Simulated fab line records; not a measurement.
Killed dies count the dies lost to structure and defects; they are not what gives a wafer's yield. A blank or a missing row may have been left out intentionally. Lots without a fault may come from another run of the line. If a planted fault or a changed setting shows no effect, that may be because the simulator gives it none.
fab line records	flow sky130
record: lots: 5	wafers: 15	last-day: 50
route steps=708 shown VIA2@525 METAL3@532 CAPM@537 PAD_OPEN@708
lots that met no fault: taken from a fault-free run of the same line
start-h: the number of hours between the record's first day and the start of the first shown wafer of the lot	wait-h: hours elapsed since this lot's preceding step	" unchanged from the row above	L1.1+2: a single row standing in for several wafers	- either no value or no given start	* or withheld: withheld	< > ~ a bound
route shown NAME@n: a module of which the file shows steps, and the number in the route of the first	usual: mean/standard deviation taken from wafers without a fault	same: alike in all rows	chamber/n: place in a boat	sites: per-site readings	_std_site: standard deviation of those values	_edge_site: the outer-site mean with the inner-site mean subtracted	radius-mm: how far each site lies from the wafer's centre	mask NAME#n: copy n	behind: the most recent tool/chamber to have shaped the wafer	hold: why the lot went on hold/how many hours it stayed there/how the hold came to an end	device: names the non-switching transistor (n, p or np)	end of line: tests of these same wafers at the route's end	a step without rows: its recipe alone	killed: the dies lost at the first sort to structure and to defects; this is not the yield of the wafer	map: dies across one wafer; x = killed, . = not, _ = none there
set.NAME: the setting that was run; set.NAME@STEP: the one run at that earlier step	model.NAME: the simulator's own value behind a step, which no gauge read
certain route steps with their lots: each step a table, each wafer a row
services: when a tool's chamber went out of use (start-h, in hours from the record's first day, below 0 if earlier), for how many hours, and the reason
== steps ==
step: SKY_VIA2_CLEAN_18
recipe: chemistry: IPA	time-s: 180	temp-c: 25
step: SKY_VIA2_CLEAN_19
recipe: chemistry: O3/DIW	dry: n2-spin
step: SKY_VIA2_SPUTTER_20
recipe: material: TiN	target-thk-nm: 20	chamber-pressure-pa: 5	power-w: 4000	time-s: 80
usual: cathode-dc-power-W: 4000.0/0.72	throttle-valve-pct: 30.0/1.1
lot.wafer	tool	chamber	start-h	wait-h	cathode-dc-power-W	throttle-valve-pct
L508.2	pvd-sputter-03	-	854.38	0.0	4000.3	29.5
L508.4	"	-	"	"	4000.1	31.0
L508.5	"	-	"	"	4000.8	29.4
L510.2	pvd-sputter-02	-	864.98	0.0	3999.6	29.3
L510.5	"	-	"	"	3999.9	29.0
L510.6	"	-	"	"	4000.7	31.5
L521.2	pvd-sputter-02	-	950.80	0.0	4000.3	28.9
L521.3	"	-	"	"	3998.9	31.6
L521.4	"	-	"	"	3999.3	28.5
L529.1	pvd-sputter-03	-	998.55	0.0	4001.2	29.7
L529.2	"	-	"	"	3999.5	30.9
L529.4	"	-	"	"	3999.8	30.9
L531.2	pvd-sputter-02	-	1010.32	0.0	3998.8	28.4
L531.4	"	-	"	"	3998.9	29.5
L531.6	"	-	"	"	4000.1	31.2
step: SKY_VIA2_CVD_21
recipe: material: W	target-thk-nm: 420	time-s: 126.4	temp-c: 400	pressure-torr: 40
step: SKY_VIA2_RS_MEAS_22
recipe: thk-meas-gauge: four-point-probe	reads: W_of_VIA2_CVD_21+TiN_of_VIA2_SPUTTER_20
usual: VIA2_W_RS: 0.2725/0.0028
lot.wafer	tool	chamber	start-h	wait-h	VIA2_W_RS[ohm/sq]
L508.2	film-metro-01	-	854.59	0.1	0.2684
L508.4	"	-	"	"	0.2660
L508.5	"	-	"	"	0.2684
L510.2	film-metro-03	-	865.19	0.1	0.2695
L510.5	"	-	"	"	0.2734
L510.6	"	-	"	"	0.2736
L521.2	film-metro-03	-	951.14	0.2	0.2728
L521.3	"	-	"	"	0.2760
L521.4	"	-	"	"	0.2756
L529.1	film-metro-03	-	998.74	0.1	0.2710
L529.2	"	-	"	"	0.2742
L529.4	"	-	"	"	0.2729
L531.2	film-metro-04	-	1010.53	0.1	0.2734
L531.4	"	-	"	"	0.2724
L531.6	"	-	"	"	0.2786
step: SKY_VIA2_THK_MEAS_23
recipe: thk-meas-gauge: xrf	reads: W_of_VIA2_CVD_21
usual: VIA2_W_THK: 415/8.7
lot.wafer	tool	chamber	start-h	wait-h	VIA2_W_THK[nm]
L508.2	film-metro-01	-	854.70	0.1	425
L508.4	"	-	"	"	427
L508.5	"	-	"	"	427
L510.2	film-metro-03	-	865.30	0.1	407
L510.5	"	-	"	"	405
L510.6	"	-	"	"	405
L521.2	film-metro-03	-	951.25	0.1	403
L521.3	"	-	"	"	401
L521.4	"	-	"	"	401
L529.1	film-metro-03	-	998.86	0.1	413
L529.2	"	-	"	"	412
L529.4	"	-	"	"	408
L531.2	film-metro-04	-	1010.64	0.1	420
L531.4	"	-	"	"	421
L531.6	"	-	"	"	414
step: SKY_VIA2_CMP_24
recipe: stop-on: SiO2	t-overpolish-s: 20	down-force-psi: 3.5	platen-rpm: 60	target-thk-nm: 0	pad-velocity-m-s: 0.94248
step: SKY_METAL3_SPUTTER_00
recipe: material: Ti	target-thk-nm: 15	power-w: 3000	time-s: 10	chamber-pressure-pa: 0.4
usual: cathode-dc-power-W: 3000.0/0.55	throttle-valve-pct: 29.9/0.87
lot.wafer	tool	chamber	start-h	wait-h	cathode-dc-power-W	throttle-valve-pct
L508.2	pvd-sputter-04	-	855.05	0.1	2999.9	29.2
L508.4	"	-	"	"	3000.5	30.2
L508.5	"	-	"	"	3000.7	30.3
L510.2	pvd-sputter-01	-	865.65	0.1	3000.0	28.3
L510.5	"	-	"	"	3000.2	29.4
L510.6	"	-	"	"	3000.0	31.4
L521.2	pvd-sputter-03	-	951.60	0.1	2999.0	30.2
L521.3	"	-	"	"	3000.7	29.0
L521.4	"	-	"	"	3000.4	30.6
L529.1	pvd-sputter-01	-	999.22	0.2	3000.6	28.1
L529.2	"	-	"	"	3000.3	30.5
L529.4	"	-	"	"	3000.2	30.6
L531.2	pvd-sputter-04	-	1010.99	0.2	3000.2	31.0
L531.4	"	-	"	"	3000.2	29.5
L531.6	"	-	"	"	2999.8	30.2
step: SKY_METAL3_SPUTTER_01
recipe: material: TiN	target-thk-nm: 20	power-w: 6500	time-s: 16.7	chamber-pressure-pa: 0.4
step: SKY_METAL3_SPUTTER_02
recipe: material: AlCu	target-thk-nm: 735	power-w: 10600	time-s: 39.1	chamber-pressure-pa: 0.4
usual: cathode-dc-power-W: 10600/1.9	throttle-valve-pct: 29.9/0.89
lot.wafer	tool	chamber	start-h	wait-h	cathode-dc-power-W	throttle-valve-pct
L508.2	pvd-sputter-04	-	855.10	0.0	10601	29.4
L508.4	"	-	"	"	10598	30.2
L508.5	"	-	"	"	10600	30.3
L510.2	pvd-sputter-01	-	865.70	0.0	10601	28.6
L510.5	"	-	"	"	10603	29.1
L510.6	"	-	"	"	10601	31.2
L521.2	pvd-sputter-03	-	951.64	0.0	10599	30.1
L521.3	"	-	"	"	10599	29.1
L521.4	"	-	"	"	10603	30.9
L529.1	pvd-sputter-01	-	999.26	0.0	10601	28.6
L529.2	"	-	"	"	10604	30.6
L529.4	"	-	"	"	10601	30.7
L531.2	pvd-sputter-04	-	1011.04	0.0	10599	31.1
L531.4	"	-	"	"	10604	29.1
L531.6	"	-	"	"	10599	30.1
step: SKY_METAL3_SPUTTER_03
recipe: material: Ti	target-thk-nm: 5	power-w: 3000	time-s: 3.3	chamber-pressure-pa: 0.4
step: SKY_METAL3_SPUTTER_04
recipe: material: TiN	target-thk-nm: 70	power-w: 6500	time-s: 58.3	chamber-pressure-pa: 0.4
step: SKY_CAPM_CVD_00
recipe: material: SiO2	target-thk-nm: 15.5	temp-c: 400	time-s: withheld	rf-w: 450
usual: heater-power-w: 767/95
lot.wafer	tool	chamber	start-h	wait-h	heater-power-w	model.SiO2_of_CAPM_CVD_00.thk-nm
L508.2	pecvd-04	0	855.20	0.0	674	15.46
L508.4	"	0	"	"	679	15.64
L508.5	"	2	"	"	674	15.6
L510.2	pecvd-03	1	865.80	0.0	655	15.53
L510.5	"	0	"	"	896	15.67
L510.6	"	1	"	"	638	15.54
L521.2	pecvd-04	2	951.75	0.0	659	15.32
L521.3	"	0	"	"	806	15.35
L521.4	"	0	"	"	805	15.68
L529.1	pecvd-03	1	999.37	0.0	682	16.27
L529.2	"	2	"	"	862	15.46
L529.4	"	0	"	"	911	15.61
L531.2	pecvd-04	0	1011.14	0.0	753	15.31
L531.4	"	2	"	"	797	15.49
L531.6	"	0	"	"	763	15.48
step: SKY_CAPM_THK_MEAS_01
recipe: reads: SiO2_of_CAPM_CVD_00
usual: CAPM_CVD_00_THK: 15.51/0.2
lot.wafer	tool	chamber	start-h	wait-h	hold	CAPM_CVD_00_THK[nm]
L508.2	film-metro-03	-	855.23	-	-	15.46
L508.4	"	-	"	"	-	15.64
L508.5	"	-	"	"	-	15.64
L510.2	film-metro-04	-	865.83	-	-	15.53
L510.5	"	-	"	"	-	15.69
L510.6	"	-	"	"	-	15.57
L521.2	film-metro-04	-	951.78	-	-	15.34
L521.3	"	-	"	"	-	15.34
L521.4	"	-	"	"	-	15.71
L529.1	film-metro-04	-	999.39	-	await-dispo/0.2h/release	16.31
L529.2	"	-	"	"	await-dispo/0.2h/release	15.44
L529.4	"	-	"	"	await-dispo/0.2h/release	15.63
L529.1	film-metro-04	-	999.62	0.2	-	16.23
L529.2	"	-	"	"	-	15.45
L529.4	"	-	"	"	-	15.61
L531.2	film-metro-04	-	1011.18	-	-	15.32
L531.4	"	-	"	"	-	15.47
L531.6	"	-	"	"	-	15.45
step: SKY_CAPM_RS_MEAS_03
recipe: thk-meas-gauge: four-point-probe	reads: TiN_of_CAPM_SPUTTER_02
usual: CAPM_TIN_RS: 7.25/0.087
lot.wafer	tool	chamber	start-h	wait-h	CAPM_TIN_RS[ohm/sq]
L508.2	film-metro-04	-	855.41	0.1	7.26
L508.4	"	-	"	"	7.28
L508.5	"	-	"	"	7.26
L510.2	film-metro-03	-	866.01	0.1	7.20
L510.5	"	-	"	"	7.27
L510.6	"	-	"	"	7.22
L521.2	film-metro-02	-	951.96	0.1	7.30
L521.3	"	-	"	"	7.23
L521.4	"	-	"	"	7.31
L529.1	film-metro-02	-	1003.47	0.1	7.32
L529.2	"	-	"	"	7.30
L529.4	"	-	"	"	7.33
L531.2	film-metro-02	-	1011.36	0.1	7.20
L531.4	"	-	"	"	7.26
L531.6	"	-	"	"	7.23
step: SKY_CAPM_THK_MEAS_04
recipe: thk-meas-gauge: xrf	reads: TiN_of_CAPM_SPUTTER_02
usual: CAPM_TIN_THK: 192.6/2.4
lot.wafer	tool	chamber	start-h	wait-h	CAPM_TIN_THK[nm]
L508.2	film-metro-04	-	855.52	0.1	192.3
L508.4	"	-	"	"	192.1
L508.5	"	-	"	"	192.6
L510.2	film-metro-03	-	866.12	0.1	194.6
L510.5	"	-	"	"	191.5
L510.6	"	-	"	"	193.0
L521.2	film-metro-02	-	952.07	0.1	190.5
L521.3	"	-	"	"	193.0
L521.4	"	-	"	"	190.3
L529.1	film-metro-02	-	1003.69	0.2	190.4
L529.2	"	-	"	"	191.7
L529.4	"	-	"	"	190.7
L531.2	film-metro-02	-	1011.47	0.1	192.9
L531.4	"	-	"	"	191.9
L531.6	"	-	"	"	192.8
step: SKY_CAPM_DEHYDRATE_05
recipe: temp-c: 200	time-s: 60
step: SKY_CAPM_HMDS_06
recipe: prime-time-s: 60	prime-temp-c: 120
step: SKY_CAPM_COAT_07
recipe: resist: NOVOLAK	spin-rpm: 3000	resist-thk-nm: 1140
step: SKY_CAPM_SOFTBAKE_08
recipe: temp-c: 90	time-s: 60	resist: NOVOLAK
step: SKY_CAPM_EXPOSE_09
recipe: mask-id: CAPM	na: 0.6	source-shape: conventional	sigma-outer: 0.6	polarization: unpolarized	target-cd-nm: 1000	dose-mj: 159
step: SKY_CAPM_PEB_10
recipe: temp-c: withheld	time-s: *	resist: NOVOLAK
step: SKY_CAPM_DEVELOP_11
recipe: resist: NOVOLAK	developer: TMAH	develop-time-s: 60	dev-temp-c: 23
step: SKY_CAPM_OVL_MEAS_12
usual: CAPM_OVL: 0.9/1.4
lot.wafer	tool	chamber	start-h	wait-h	CAPM_OVL[nm]
L508.2	overlay-02	-	880.79	0.1	0.1
L508.4	"	-	"	"	1.2
L508.5	"	-	"	"	-0.1
L510.2	overlay-02	-	891.58	0.1	0.0
L510.5	"	-	"	"	1.5
L510.6	"	-	"	"	1.5
L521.2	overlay-01	-	976.23	0.1	0.2
L521.3	"	-	"	"	-0.2
L521.4	"	-	"	"	1.3
L529.1	overlay-01	-	1022.32	0.1	1.4
L529.2	"	-	"	"	1.1
L529.4	"	-	"	"	0.4
L531.2	overlay-01	-	1034.43	0.1	0.0
L531.4	"	-	"	"	1.1
L531.6	"	-	"	"	0.5
step: SKY_CAPM_METAL_ETCH_13
recipe: target-depth-nm: 220	stop-on: SiO2	chemistry: Cl2/BCl3	target: TiN	pressure-mtorr: 10	icp-w: 900	bias-w: 48.5	Cl2_flow_sccm: 60	bcl3-flow-sccm: 30	time-s: 62.9
step: SKY_CAPM_STRIP_14
recipe: chemistry: O2/N2	power-w: 1400	pressure-mtorr: 1500	platen-temp-c: withheld	o2-flow-sccm: 3087	n2-flow-sccm: 300	overash-fraction: 0.5
step: SKY_CAPM_STRIP_15
recipe: chemistry: post-etch-residue-remover	time-s: 1200	temp-c: 72.5
step: SKY_CAPM_CLEAN_16
recipe: chemistry: IPA	time-s: 180	temp-c: 25
step: SKY_CAPM_CLEAN_17
recipe: chemistry: O3/DIW	dry: n2-spin
step: SKY_METAL3_DEHYDRATE_05
recipe: temp-c: 200	time-s: 60
step: SKY_METAL3_HMDS_06
recipe: prime-time-s: 60	prime-temp-c: 120
step: SKY_METAL3_COAT_07
recipe: resist: BARC	temp-c: withheld	time-s: withheld	spin-rpm: 3000	resist-thk-nm: 60
step: SKY_METAL3_COAT_08
recipe: resist: KrF-thick	spin-rpm: 3000	resist-thk-nm: 1140
step: SKY_METAL3_SOFTBAKE_09
recipe: temp-c: 100	time-s: 90	resist: KrF-thick
step: SKY_METAL3_EXPOSE_10
recipe: mask-id: MM3	na: 0.68	source-shape: annular	sigma-inner: 0.4	sigma-outer: 0.8	target-cd-nm: 300	dose-mj: 28
step: SKY_METAL3_PEB_11
recipe: peb-temp-c: withheld	peb-time-s: withheld	resist: KrF-thick
step: SKY_METAL3_DEVELOP_12
recipe: develop-time-s: 60	resist: KrF-thick	dev-temp-c: 21
step: SKY_METAL3_CD_MEAS_13
recipe: target-cd-nm: 300
usual: cd-nm: 300.1/1.4
lot.wafer	tool	chamber	start-h	wait-h	cd-nm
L508.2	cd-sem-02	-	907.27	-	300.1
L508.4	"	-	"	"	300.2
L508.5	"	-	"	"	300.4
L510.2	cd-sem-01	-	917.26	-	298.7
L510.5	"	-	"	"	299.4
L510.6	"	-	"	"	298.2
L521.2	cd-sem-02	-	1000.51	-	299.2
L521.3	"	-	"	"	299.3
L521.4	"	-	"	"	300.0
L529.1	cd-sem-02	-	1044.81	-	300.8
L529.2	"	-	"	"	299.7
L529.4	"	-	"	"	301.1
L531.2	cd-sem-02	-	1056.02	-	302.5
L531.4	"	-	"	"	302.2
L531.6	"	-	"	"	302.5
step: SKY_METAL3_OVL_MEAS_14
usual: METAL3_OVL: 1/6.5
lot.wafer	tool	chamber	start-h	wait-h	METAL3_OVL[nm]
L508.2	overlay-02	-	907.38	0.1	0
L508.4	"	-	"	"	9
L508.5	"	-	"	"	6
L510.2	overlay-02	-	917.37	0.1	-11
L510.5	"	-	"	"	-12
L510.6	"	-	"	"	-15
L521.2	overlay-02	-	1000.61	0.1	-6
L521.3	"	-	"	"	-11
L521.4	"	-	"	"	-10
L529.1	overlay-01	-	1044.93	0.1	-5
L529.2	"	-	"	"	-4
L529.4	"	-	"	"	-4
L531.2	overlay-02	-	1056.13	0.1	12
L531.4	"	-	"	"	8
L531.6	"	-	"	"	6
step: SKY_METAL3_DESCUM_15
recipe: chemistry: O2	source-power-w: 150	bias-power-w: 0	pressure-mtorr: 10	temp-c: 40	time-s: 8
usual: drypump-motor-current-A: 5.5/0.61	oes-product-au: 1.000/0.0069
lot.wafer	tool	chamber	start-h	wait-h	drypump-motor-current-A	oes-product-au	rf-hours-counter-h
L508.2	rie-metal-03	0	907.41	0.0	5.8	0.991	6
L508.4	"	0	"	"	5.8	0.981	-
L508.5	"	1	"	"	5.1	0.996	-
L510.2	rie-metal-01	0	917.40	0.0	5.2	1.004	12
L510.5	"	0	"	"	5.2	1.006	-
L510.6	"	1	"	"	6.0	1.007	-
L521.2	rie-metal-04	0	1000.64	0.0	6.5	0.994	20
L521.3	"	1	"	"	4.7	0.990	-
L521.4	"	0	"	"	6.4	0.988	-
L529.1	rie-metal-04	0	1044.97	0.0	6.5	1.007	1
L529.2	"	1	"	"	4.7	1.000	9
L529.4	"	1	"	"	4.7	1.005	-
L531.2	rie-metal-01	0	1056.16	0.0	5.2	1.008	21
L531.4	"	0	"	"	5.2	1.004	-
L531.6	"	1	"	"	6.1	1.012	-
step: SKY_METAL3_ETCH_16
recipe: chemistry: N2/H2	target: BARC	ion-energy-ev: 200	bias-w: 100	pressure-mtorr: 30	n2-flow-sccm: 100	h2-flow-sccm: 200	icp-w: 500	stop-on: SiO2	time-s: 88.2	target-depth-a: 600
usual: drypump-motor-current-A: 5.5/0.61	oes-product-au: 0.625/0.0049	throttle-valve-pct: 13.205/0.0091
lot.wafer	tool	chamber	start-h	wait-h	drypump-motor-current-A	oes-product-au	rf-hours-counter-h	throttle-valve-pct
L508.2	rie-metal-03	0	907.44	0.0	5.8	0.631	6	13.227
L508.4	"	0	"	"	5.8	0.628	-	13.203
L508.5	"	1	"	"	5.1	0.630	-	13.197
L510.2	rie-metal-01	0	917.43	0.0	5.2	0.627	12	13.212
L510.5	"	0	"	"	5.3	0.624	-	13.218
L510.6	"	1	"	"	6.0	0.627	-	13.200
L521.2	rie-metal-04	0	1000.67	0.0	6.5	0.625	20	13.213
L521.3	"	1	"	"	4.8	0.626	-	13.198
L521.4	"	0	"	"	6.5	0.626	-	13.207
L529.1	rie-metal-04	0	1045.00	0.0	6.4	0.636	1	13.193
L529.2	"	1	"	"	4.7	0.622	9	13.198
L529.4	"	1	"	"	4.7	0.629	-	13.199
L531.2	rie-metal-01	0	1056.19	0.0	5.2	0.621	21	13.205
L531.4	"	0	"	"	5.2	0.634	-	13.210
L531.6	"	1	"	"	6.1	0.622	-	13.216
step: SKY_METAL3_ETCH_17
recipe: target: SiO2	stop-on: TiN	chemistry: C4F8/O2/Ar	source-w: 1500	bias-w: 1200	pressure-mtorr: 40	c4f8-flow-sccm: withheld	O2_flow_sccm: 6	Ar_flow_sccm: 300	time-s: 3.9	target-depth-a: 150
usual: oes-product-au: 0.755/0.0063
lot.wafer	tool	chamber	start-h	wait-h	oes-product-au	rf-hours-counter-h	model.etch.depth-nm
L508.2	rie-diel-02	1	907.54	0.1	0.760	2	15.46
L508.4	"	2	"	"	0.757	11	15.64
L508.5	"	2	"	"	0.753	-	15.6
L510.2	rie-diel-04	2	917.53	0.1	0.746	4	15.53
L510.5	"	3	"	"	0.755	-	15.67
L510.6	"	2	"	"	0.759	-	15.54
L521.2	rie-diel-02	1	1000.77	0.1	0.744	5	15.32
L521.3	"	2	"	"	0.752	14	15.35
L521.4	"	3	"	"	0.759	25	15.68
L529.1	rie-diel-02	3	1045.10	0.1	0.773	27	16.27
L529.2	"	2	"	"	0.754	16	15.46
L529.4	"	0	"	"	0.756	15	15.61
L531.2	rie-diel-02	0	1056.29	0.1	0.749	15	15.31
L531.4	"	0	"	"	0.753	-	15.49
L531.6	"	1	"	"	0.761	-	15.48
step: SKY_PAD_OPEN_PROBE_99
usual: defect-limited-yield: 82.4/2.2	killed_at_M0_to_M3: 44/6.8	killed_at_M4_up: 3.1/1.9	killed-at-contacts: 25/5.9	killed-at-front-end: 15/4.3	killed-at-other: 0.2/0.51	killed-dies: 87/11	killed-open: 47/7.9	killed-short: 39/6.4	sort_bin_3_pad_short: 0.9/0.44	sort_bin_5_function: 10.3/1.5	sort_bin_6_memory: 6.4/1.4	sort-n-pass: 405/11	sort-yield-pct: 82.4/2.2
same: gross-dies: 492	killed-at-back-side: 0	sort_bin_4_leakage[%]: 0	sort_bin_8_speed[%]: 0
lot.wafer	tool	chamber	start-h	wait-h	defect-limited-yield[%]	killed_at_M0_to_M3	killed_at_M4_up	killed-at-contacts	killed-at-front-end	killed-at-other	killed-dies	killed-open	killed-short	sort_bin_3_pad_short[%]	sort_bin_5_function[%]	sort_bin_6_memory[%]	sort-n-pass	sort-yield-pct[%]	model.etest.cap-mim.bv-v	model.etest.cap-mim.leak-log10-a-cm2	model.etest.cap-mim.c-ff-um2
L508.2	prober-02	-	1081.38	0.1	82.5	45	2	23	16	0	86	49	37	0.4	11.2	5.9	406	82.5	14.29	-9.017	2.334
L508.4	prober-02	-	1081.48	0.2	80.5	50	3	23	20	0	96	57	39	1.0	12.2	6.3	396	80.5	13.94	-9.033	2.343
L508.5	prober-02	-	1081.53	0.2	80.1	49	0	26	23	0	98	55	43	1.0	10.8	8.1	394	80.1	13.69	-9.087	2.346
L510.2	prober-01	-	1095.47	0.1	84.8	37	9	17	12	0	75	49	26	0.2	8.7	6.3	417	84.8	13.84	-9.203	2.336
L510.5	prober-01	-	1095.62	0.2	85.4	39	6	19	8	0	72	33	39	0.6	10.8	3.3	420	85.4	14.03	-8.932	2.314
L510.6	prober-01	-	1095.67	0.2	83.9	52	3	14	9	1	79	47	32	0.8	8.7	6.5	413	83.9	13.7	-9.054	2.34
L521.2	prober-02	-	1160.20	0.1	81.1	38	5	36	14	0	93	54	39	0.6	10.4	7.9	399	81.1	13.8	-8.967	2.348
L521.3	prober-02	-	1160.25	0.2	80.3	42	0	32	23	0	97	52	45	0	12.4	7.3	395	80.3	14.08	-8.803	2.368
L521.4	prober-02	-	1160.30	0.2	77.8	53	1	45	10	0	109	72	37	0.4	13.2	8.5	383	77.8	13.94	-8.938	2.325
L529.1	prober-02	-	1187.77	0.1	80.5	49	6	17	24	0	96	49	47	1.0	11.8	6.7	396	80.5	14.31	-9.184	2.238
L529.2	prober-02	-	1187.82	0.1	82.1	46	6	25	11	0	88	51	37	1.0	9.6	7.3	404	82.1	13.48	-8.83	2.352
L529.4	prober-02	-	1187.92	0.2	78.5	48	1	38	19	0	106	67	39	1.4	11.2	8.9	386	78.5	13.91	-9.078	2.318
L531.2	prober-02	-	1200.59	0.1	86.0	32	3	23	11	0	69	31	38	1.4	8.3	4.3	423	86.0	13.82	-8.689	2.371
L531.4	prober-02	-	1200.69	0.2	82.1	44	5	26	13	0	88	45	43	0.8	13.0	4.1	404	82.1	13.84	-8.962	2.352
L531.6	prober-02	-	1200.79	0.2	83.5	38	3	25	15	0	81	39	42	0.6	10.6	5.3	411	83.5	13.84	-9.067	2.337
killed by level:class
L508.2 VIA1:geometric-particle:open=12 CONTACT:geometric-particle:open=9 LI_CONTACT:geometric-particle:open=7 METAL2:geometric-particle:short=7 VIA2:geometric-particle:open=6 FIELD_ISO:geometric-particle:short=5 FIELD_ISO:geometric-particle:open=5 METAL3:geometric-particle:short=5
L508.4 VIA1:geometric-particle:open=12 VIA2:geometric-particle:open=11 CONTACT:geometric-particle:open=8 FIELD_ISO:geometric-particle:open=5 CONTACT:geometric-particle:short=5 VIA3:geometric-particle:open=5 POLY_GATE:geometric-particle:short=4 LI_CONTACT:geometric-particle:open=4
L508.5 VIA1:geometric-particle:open=18 LI_CONTACT:geometric-particle:open=11 METAL1:geometric-particle:short=8 POLY_GATE:geometric-particle:short=6 VIA2:geometric-particle:open=5 CONTACT:geometric-particle:short=5 METAL2:geometric-particle:short=5 FIELD_ISO:geometric-particle:open=4
L510.2 VIA3:geometric-particle:open=10 VIA1:geometric-particle:open=8 CONTACT:geometric-particle:open=8 VIA2:geometric-particle:open=6 POLY_GATE:geometric-particle:short=5 LI_CONTACT:geometric-particle:open=5 METAL4:geometric-particle:short=5 VIA1:geometric-particle:short=4
L510.5 CONTACT:geometric-particle:open=7 VIA1:geometric-particle:open=6 VIA1:geometric-particle:short=6 VIA2:geometric-particle:open=6 METAL1:geometric-particle:short=6 LI_CONTACT:geometric-particle:open=5 VIA3:geometric-particle:short=5 METAL4:geometric-particle:short=5
L510.6 VIA1:geometric-particle:open=13 VIA2:geometric-particle:open=11 METAL1:geometric-particle:short=9 VIA3:geometric-particle:open=6 METAL2:geometric-particle:short=5 CONTACT:geometric-particle:open=5 FIELD_ISO:geometric-particle:short=4 LI_CONTACT:geometric-particle:open=4
L521.2 CONTACT:geometric-particle:short=9 CONTACT:geometric-particle:open=9 VIA2:geometric-particle:open=9 LI_CONTACT:geometric-particle:open=8 VIA1:geometric-particle:open=7 LI_CONTACT:geometric-particle:short=5 VIA3:geometric-particle:open=5 FIELD_ISO:geometric-particle:open=4
L521.3 CONTACT:geometric-particle:open=9 VIA1:geometric-particle:open=9 METAL2:geometric-particle:short=7 LI_CONTACT:geometric-particle:open=6 CONTACT:geometric-particle:short=6 FIELD_ISO:geometric-particle:short=5 VIA3:geometric-particle:open=5 FIELD_ISO:geometric-particle:open=4
L521.4 CONTACT:geometric-particle:open=20 VIA2:geometric-particle:open=16 CONTACT:geometric-particle:short=12 VIA1:geometric-particle:open=10 LI_CONTACT:geometric-particle:open=9 METAL2:geometric-particle:short=7 VIA3:geometric-particle:open=6 FIELD_ISO:geometric-particle:open=4
L529.1 METAL2:geometric-particle:short=13 VIA1:geometric-particle:open=11 FIELD_ISO:geometric-particle:short=9 CONTACT:geometric-particle:open=8 VIA2:geometric-particle:open=6 VIA3:geometric-particle:open=6 METAL4:geometric-particle:short=6 CONTACT:geometric-particle:short=4
L529.2 VIA1:geometric-particle:open=15 CONTACT:geometric-particle:open=13 METAL2:geometric-particle:short=8 LI_CONTACT:geometric-particle:open=6 VIA2:geometric-particle:open=6 METAL1:geometric-particle:short=5 POLY_GATE:geometric-particle:short=4 METAL4:geometric-particle:short=4
L529.4 CONTACT:geometric-particle:open=17 VIA1:geometric-particle:open=14 FIELD_ISO:geometric-particle:open=9 VIA1:geometric-particle:short=8 METAL2:geometric-particle:short=8 LI_CONTACT:geometric-particle:open=7 CONTACT:geometric-particle:short=6 VIA3:geometric-particle:open=5
L531.2 LI_CONTACT:geometric-particle:open=7 CONTACT:geometric-particle:open=6 VIA1:geometric-particle:open=6 VIA1:geometric-particle:short=5 LI_CONTACT:geometric-particle:short=4 VIA3:geometric-particle:open=4 METAL2:geometric-particle:short=4 VIA3:geometric-particle:short=4
L531.4 VIA1:geometric-particle:open=15 LI_CONTACT:geometric-particle:open=7 CONTACT:geometric-particle:short=6 VIA1:geometric-particle:short=5 VIA3:geometric-particle:open=5 METAL4:geometric-particle:short=5 LI_CONTACT:geometric-particle:short=4 CONTACT:geometric-particle:open=4
L531.6 VIA1:geometric-particle:open=9 POLY_GATE:geometric-particle:short=8 LI_CONTACT:geometric-particle:open=8 VIA3:geometric-particle:open=7 CONTACT:geometric-particle:open=6 METAL2:geometric-particle:short=5 VIA1:geometric-particle:short=5 FIELD_ISO:geometric-particle:open=4
== services ==
tool	chamber	start-h	hours	kind
pvd-sputter-04	-	838.04	3.4	repair
rie-diel-04	0	841.93	2.9	repair
rie-diel-04	-	848.53	14.6	pm
rie-metal-04	-	849.77	0.3	repair
rie-diel-02	2	857.99	24.4	repair
rie-diel-04	3	873.83	12.1	repair
rie-diel-04	0	888.55	6.7	repair
pecvd-03	2	895.15	7.0	repair
rie-diel-02	-	916.29	2.8	pm
pvd-sputter-02	-	916.83	3.3	repair
rie-metal-04	-	917.49	1.2	repair
pecvd-03	2	925.04	3.7	repair
pecvd-04	-	976.46	6.0	pm
pvd-sputter-01	-	980.41	4.4	repair
pvd-sputter-04	-	986.82	2.7	repair
pvd-sputter-02	-	987.22	1.5	repair
pecvd-03	0	992.30	4.5	repair
rie-metal-03	-	998.81	0.8	repair
pvd-sputter-02	-	1006.35	1.9	repair
rie-metal-01	-	1007.61	0.8	repair
pecvd-04	2	1023.42	11.3	repair
rie-metal-01	-	1039.83	1.0	repair
pvd-sputter-03	-	1045.19	3.9	repair
rie-diel-02	3	1047.19	6.6	repair
== key ==
first-sign: step: SKY_CAPM_THK_MEAS_01	reading: visit	direction: added
effect: step: SKY_CAPM_THK_MEAS_01	reading: CAPM_CVD_00_THK	direction: up	sigmas: 4.1	usual: 15.51	struck: 16.31
model-effect: step: SKY_CAPM_CVD_00	value: SiO2_of_CAPM_CVD_00.thk-nm	without: 15.38	struck: 16.27
model-effect: step: SKY_METAL3_ETCH_17	value: etch.depth-nm	without: 15.38	struck: 16.27
model-effect: step: SKY_PAD_OPEN_PROBE_99	value: etest.cap-mim.bv-v	without: 13.52	struck: 14.31
met-at SKY_CAPM_CVD_00
struck-wafers L529.1
onset-between 865.80 999.37
fault: kind: process-parameter-drift	tool: pecvd-03	chamber: 1	onset-h: 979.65	steps: SKY_CAPM_CVD_00	channel: time-s	offset: withheld	shape: step	end-h: 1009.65	acts-in: *
